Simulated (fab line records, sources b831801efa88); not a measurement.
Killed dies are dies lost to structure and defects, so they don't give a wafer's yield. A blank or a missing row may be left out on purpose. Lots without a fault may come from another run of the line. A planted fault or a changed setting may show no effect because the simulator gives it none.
Which tool did it? | flow gf180mcu | 6 lots, 18 wafers sampled, at 2 steps of a route of 602

WHAT THE GAUGES READ, wafer by wafer
GF_M4_CD_MEAS_14: target cd 280 nm.
lot  | measured     | on        | cd_nm (nm)
L512 | day 24 07:22 | cd_sem-01 | 281.6 280.5 281.2
L514 | day 24 20:44 | cd_sem-02 | 281.6 281.4 281.3
L518 | day 26 02:40 | cd_sem-02 | 279.6 280.8 280.0
L520 | day 27 00:09 | cd_sem-02 | 280.3 279.8 280.6
L523 | day 27 14:07 | cd_sem-02 | 278.6 279.6 278.6
L531 | day 29 23:16 | cd_sem-01 | 250.7 206.2 192.5

WHICH TOOL RAN EACH LOT (tool, then ch and the chambers of the sampled wafers, then the start)
lot  | GF_M4_EXPOSE_11
L512 | krf_scanner-02 ch 0, day 23 20:07
L514 | krf_scanner-02 ch 0, day 24 10:17
L518 | krf_scanner-02 ch 0, day 25 16:29
L520 | krf_scanner-02 ch 0, day 26 14:14
L523 | krf_scanner-01 ch 0, day 27 04:22
L531 | krf_scanner-02 ch 0, day 29 14:23
- GF_M4_EXPOSE_11: exposes mask Metal4, target cd 280 nm.

THE ANSWER, worked out from the rows above alone
Rule: what is usual is taken from the lots themselves. Put in order of their means at a reading, lots are off if they are a third of the lots or fewer, leave a main group of 4 or more, and stand apart from it by a gap of 3 or more times the standard deviation of the main group's means; of several such gaps the widest counts. A main group whose means are all the same, to the digits that the tables above print for the reading, isn't used. A lot without any number at a reading at which 4 lots or more have one is off too. The other lots that the step has rows for count as sound.
Off: L531, at GF_M4_CD_MEAS_14 (cd_nm). The main group: mean 280.4 nm, standard deviation 0.87.
A tool fits if, at a process step before that reading, it ran every lot that is off, and no sound lot after the first of them. The gauges at GF_M4_CD_MEAS_14 are tried like those tools. Can't be told from this: 2 tools fit, krf_scanner-02 at GF_M4_EXPOSE_11, cd_sem-01 at GF_M4_CD_MEAS_14.

WHAT THE SIMULATOR HAD PUT IN
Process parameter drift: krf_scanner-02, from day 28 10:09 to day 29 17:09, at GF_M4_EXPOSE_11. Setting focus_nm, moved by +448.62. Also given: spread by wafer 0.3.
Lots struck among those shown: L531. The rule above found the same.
